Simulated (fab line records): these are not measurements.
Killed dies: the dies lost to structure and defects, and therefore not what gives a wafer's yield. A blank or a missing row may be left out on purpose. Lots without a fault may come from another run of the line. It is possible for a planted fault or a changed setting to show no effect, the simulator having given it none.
The tool behind it: which one? :: flow gf180mcu :: 12 lots with 36 wafers sampled at 5 steps, on a route of 602 steps

## WHAT THE GAUGES SHOWED, per wafer
GF_V5_THK_MEAS_03. Usual: V5_CVD_02_THK typically reads 1459 nm, with standard deviation 26.
lot: L894
measured: day 26 10:34
on: film_metro-02
V5_CVD_02_THK (nm): 1446 1469 1490
flag: 

lot: L895
measured: day 26 17:10
on: film_metro-03
V5_CVD_02_THK (nm): 1415 1461 1446
flag: 

lot: L896
measured: day 27 00:08
on: film_metro-02
V5_CVD_02_THK (nm): 1419 1467 1441
flag: 

lot: L897
measured: day 27 08:59
on: film_metro-02
V5_CVD_02_THK (nm): 1434 1437 1452
flag: 

lot: L898
measured: day 27 17:56
on: film_metro-02
V5_CVD_02_THK (nm): 1457 1471 1451
flag: 

lot: L899
measured: day 28 03:01
on: film_metro-03
V5_CVD_02_THK (nm): 1451 1445 1452
flag: 

lot: L900
measured: day 28 05:38
on: film_metro-01
V5_CVD_02_THK (nm): 1461 1472 1471
flag: 

lot: L902
measured: day 29 01:31
on: film_metro-03
V5_CVD_02_THK (nm): 1466 1457 1460
flag: 

lot: L904
measured: day 29 09:49
on: film_metro-03
V5_CVD_02_THK (nm): 1482 1504 1498
flag: 

lot: L907
measured: day 30 08:52
on: film_metro-02
V5_CVD_02_THK (nm): 1420 1425 1444
flag: 

lot: L913
measured: day 32 00:35
on: film_metro-01
V5_CVD_02_THK (nm): 1464 1118 1495
flag: OFF

lot: L914
measured: day 32 06:46
on: film_metro-02
V5_CVD_02_THK (nm): 1137 1493 1484
flag: OFF

## WHAT TOOL EACH LOT RAN ON (gives the tool, then ch and the chambers of the sampled wafers, and finally the start)
lot: L894
GF_V4_CMP_26: cmp-02 ch 1,2, day 24 14:43
GF_MIM_SPUTTER_01: pvd_sputter-02, day 24 15:07
GF_MIM_SPUTTER_07: pvd_sputter-04, day 24 15:20
GF_V5_CVD_02: pecvd-03 ch 1,2, day 26 10:27

lot: L895
GF_V4_CMP_26: cmp-02 ch 0,3, day 24 21:01
GF_MIM_SPUTTER_01: pvd_sputter-02, day 24 21:25
GF_MIM_SPUTTER_07: pvd_sputter-01, day 24 21:37
GF_V5_CVD_02: pecvd-01 ch 0,2, day 26 17:03

lot: L896
GF_V4_CMP_26: cmp-02 ch 1,2,3, day 25 03:34
GF_MIM_SPUTTER_01: pvd_sputter-01, day 25 03:58
GF_MIM_SPUTTER_07: pvd_sputter-02, day 25 04:11
GF_V5_CVD_02: pecvd-01 ch 0,1,2, day 27 00:02

lot: L897
GF_V4_CMP_26: cmp-02 ch 0,2,3, day 25 12:52
GF_MIM_SPUTTER_01: pvd_sputter-01, day 25 13:16
GF_MIM_SPUTTER_07: pvd_sputter-04, day 25 13:29
GF_V5_CVD_02: pecvd-01 ch 0,1, day 27 08:53

lot: L898
GF_V4_CMP_26: cmp-02 ch 1,3, day 25 23:01
GF_MIM_SPUTTER_01: pvd_sputter-04, day 25 23:25
GF_MIM_SPUTTER_07: pvd_sputter-02, day 25 23:38
GF_V5_CVD_02: pecvd-01 ch 0,1, day 27 17:48

lot: L899
GF_V4_CMP_26: cmp-01 ch 0,1,2, day 26 08:22
GF_MIM_SPUTTER_01: pvd_sputter-02, day 26 08:46
GF_MIM_SPUTTER_07: pvd_sputter-04, day 26 08:59
GF_V5_CVD_02: pecvd-02 ch 0,1, day 28 02:54

lot: L900
GF_V4_CMP_26: cmp-02 ch 0,2, day 26 10:56
GF_MIM_SPUTTER_01: pvd_sputter-01, day 26 11:17
GF_MIM_SPUTTER_07: pvd_sputter-04, day 26 11:29
GF_V5_CVD_02: pecvd-03 ch 1,2, day 28 05:32

lot: L902
GF_V4_CMP_26: cmp-02 ch 0,1,3, day 27 07:49
GF_MIM_SPUTTER_01: pvd_sputter-04, day 27 08:13
GF_MIM_SPUTTER_07: pvd_sputter-01, day 27 08:26
GF_V5_CVD_02: pecvd-03 ch 0,1,2, day 29 01:22

lot: L904
GF_V4_CMP_26: cmp-01 ch 1,2,3, day 27 16:43
GF_MIM_SPUTTER_01: pvd_sputter-02, day 27 17:07
GF_MIM_SPUTTER_07: pvd_sputter-04, day 27 17:20
GF_V5_CVD_02: pecvd-03 ch 0,1, day 29 09:42

lot: L907
GF_V4_CMP_26: cmp-01 ch 0,2, day 28 17:37
GF_MIM_SPUTTER_01: pvd_sputter-04, day 28 18:01
GF_MIM_SPUTTER_07: pvd_sputter-01, day 28 18:14
GF_V5_CVD_02: pecvd-01 ch 0,2, day 30 08:45

lot: L913
GF_V4_CMP_26: cmp-01 ch 0,1, day 30 11:49
GF_MIM_SPUTTER_01: pvd_sputter-02, day 30 12:13
GF_MIM_SPUTTER_07: pvd_sputter-04, day 30 12:27
GF_V5_CVD_02: pecvd-03 ch 0,1,2, day 32 00:30

lot: L914
GF_V4_CMP_26: cmp-02 ch 0,2,3, day 30 17:07
GF_MIM_SPUTTER_01: pvd_sputter-04, day 30 17:31
GF_MIM_SPUTTER_07: pvd_sputter-01, day 30 17:44
GF_V5_CVD_02: pecvd-03 ch 0,1,2, day 32 06:39
- GF_V4_CMP_26: polishes, stops on SiO2, t overpolish 15 s, target thk 0 nm.
- GF_MIM_SPUTTER_01: material TiN, target thk 30 nm, time 25 s.
- GF_MIM_SPUTTER_07: material TiN, target thk 60 nm, time 50 s.
- GF_V5_CVD_02: deposits SiO2 from TEOS, target thk 1450 nm, time 163.28 s.

## WHAT THE TOOLS THEMSELVES READ (means of the sampled wafers that have a number; where no wafer has one, the mark that the record gives instead)
GF_V4_CMP_26. Usual: motor_current_A 11.5 A, standard deviation 1; overpolish_run_s 15.000 s, standard deviation 0.0097; time_to_endpoint_s 84 s, standard deviation 4.3.
lot: L894
tool: cmp-02
motor_current_A (A): 11.4
overpolish_run_s (s): 15.004
time_to_endpoint_s (s): 89
flag: 

lot: L895
tool: cmp-02
motor_current_A (A): 11.7
overpolish_run_s (s): 14.990
time_to_endpoint_s (s): 81
flag: 

lot: L896
tool: cmp-02
motor_current_A (A): 11.0
overpolish_run_s (s): 15.000
time_to_endpoint_s (s): 87
flag: 

lot: L897
tool: cmp-02
motor_current_A (A): 11.7
overpolish_run_s (s): 14.997
time_to_endpoint_s (s): 81
flag: 

lot: L898
tool: cmp-02
motor_current_A (A): 11.7
overpolish_run_s (s): 14.999
time_to_endpoint_s (s): 88
flag: 

lot: L899
tool: cmp-01
motor_current_A (A): 11.1
overpolish_run_s (s): 14.999
time_to_endpoint_s (s): 83
flag: 

lot: L900
tool: cmp-02
motor_current_A (A): 11.1
overpolish_run_s (s): 15.003
time_to_endpoint_s (s): 83
flag: 

lot: L902
tool: cmp-02
motor_current_A (A): 11.1
overpolish_run_s (s): 14.996
time_to_endpoint_s (s): 87
flag: 

lot: L904
tool: cmp-01
motor_current_A (A): 12.5
overpolish_run_s (s): 14.998
time_to_endpoint_s (s): 78
flag: 

lot: L907
tool: cmp-01
motor_current_A (A): 10.4
overpolish_run_s (s): 15.008
time_to_endpoint_s (s): 80
flag: 

lot: L913
tool: cmp-01
motor_current_A (A): 10.3
overpolish_run_s (s): 14.998
time_to_endpoint_s (s): 82
flag: 

lot: L914
tool: cmp-02
motor_current_A (A): 11.6
overpolish_run_s (s): 15.006
time_to_endpoint_s (s): 79
flag: 

GF_MIM_SPUTTER_01. Usual: throttle_valve_pct reads 30.3 % (standard deviation 1.1).
lot: L894
tool: pvd_sputter-02
throttle_valve_pct (%): 29.9
flag: 

lot: L895
tool: pvd_sputter-02
throttle_valve_pct (%): 30.2
flag: 

lot: L896
tool: pvd_sputter-01
throttle_valve_pct (%): 30.4
flag: 

lot: L897
tool: pvd_sputter-01
throttle_valve_pct (%): 30.8
flag: 

lot: L898
tool: pvd_sputter-04
throttle_valve_pct (%): 30.2
flag: 

lot: L899
tool: pvd_sputter-02
throttle_valve_pct (%): 30.6
flag: 

lot: L900
tool: pvd_sputter-01
throttle_valve_pct (%): 31.1
flag: 

lot: L902
tool: pvd_sputter-04
throttle_valve_pct (%): 30.4
flag: 

lot: L904
tool: pvd_sputter-02
throttle_valve_pct (%): 30.3
flag: 

lot: L907
tool: pvd_sputter-04
throttle_valve_pct (%): 29.2
flag: 

lot: L913
tool: pvd_sputter-02
throttle_valve_pct (%): 30.2
flag: 

lot: L914
tool: pvd_sputter-04
throttle_valve_pct (%): 29.1
flag: 

GF_MIM_SPUTTER_07. Usual: throttle_valve_pct reads 30.3 % (standard deviation 1.1).
lot: L894
tool: pvd_sputter-04
throttle_valve_pct (%): 30.8
flag: 

lot: L895
tool: pvd_sputter-01
throttle_valve_pct (%): 29.9
flag: 

lot: L896
tool: pvd_sputter-02
throttle_valve_pct (%): 30.3
flag: 

lot: L897
tool: pvd_sputter-04
throttle_valve_pct (%): 30.5
flag: 

lot: L898
tool: pvd_sputter-02
throttle_valve_pct (%): 30.6
flag: 

lot: L899
tool: pvd_sputter-04
throttle_valve_pct (%): 29.3
flag: 

lot: L900
tool: pvd_sputter-04
throttle_valve_pct (%): 30.6
flag: 

lot: L902
tool: pvd_sputter-01
throttle_valve_pct (%): 30.0
flag: 

lot: L904
tool: pvd_sputter-04
throttle_valve_pct (%): 30.4
flag: 

lot: L907
tool: pvd_sputter-01
throttle_valve_pct (%): 30.7
flag: 

lot: L913
tool: pvd_sputter-04
throttle_valve_pct (%): 30.4
flag: 

lot: L914
tool: pvd_sputter-01
throttle_valve_pct (%): 30.7
flag: 

GF_V5_CVD_02. Usual: heater_power_w reads 625 W (standard deviation 110).
lot: L894
tool: pecvd-03
heater_power_w (W): 596
flag: 

lot: L895
tool: pecvd-01
heater_power_w (W): 605
flag: 

lot: L896
tool: pecvd-01
heater_power_w (W): 681
flag: 

lot: L897
tool: pecvd-01
heater_power_w (W): 666
flag: 

lot: L898
tool: pecvd-01
heater_power_w (W): 651
flag: 

lot: L899
tool: pecvd-02
heater_power_w (W): 680
flag: 

lot: L900
tool: pecvd-03
heater_power_w (W): 513
flag: 

lot: L902
tool: pecvd-03
heater_power_w (W): 620
flag: 

lot: L904
tool: pecvd-03
heater_power_w (W): 701
flag: 

lot: L907
tool: pecvd-01
heater_power_w (W): 532
flag: 

lot: L913
tool: pecvd-03
heater_power_w (W): 557
flag: 

lot: L914
tool: pecvd-03
heater_power_w (W): 607
flag: 

## THE ANSWER, worked out from the rows above alone
Rule: a lot is off if the mean of its wafers that have a number lies more than 3 standard deviations from the usual mean. A lot without any number at a reading at which 4 lots or more have one is off too. All remaining lots with rows at the step are treated as sound. The gauges are gone through in route order, then the tools' own readings, and for those a lot's mean is taken as printed above. At the first step where some lot is off, the reading lying furthest off is the one used; lots without a number count as furthest.
Off: L913, L914, at GF_V5_THK_MEAS_03 (V5_CVD_02_THK).
If a tool, at a process step before that reading, ran all the lots that are off and no sound lot after the first of them, it fits. Gauges at GF_V5_THK_MEAS_03: tried the same way as those tools. One fits: pecvd-03 at GF_V5_CVD_02. A fault onset in the window from L904 (day 29 09:42, its last sound lot) to L913 (day 32 00:30, its first lot off) fits.

## WHAT THE SIMULATOR PUT IN
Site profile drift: pecvd-03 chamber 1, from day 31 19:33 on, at GF_V5_CVD_02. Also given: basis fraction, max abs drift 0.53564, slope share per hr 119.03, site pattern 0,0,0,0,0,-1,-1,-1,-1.
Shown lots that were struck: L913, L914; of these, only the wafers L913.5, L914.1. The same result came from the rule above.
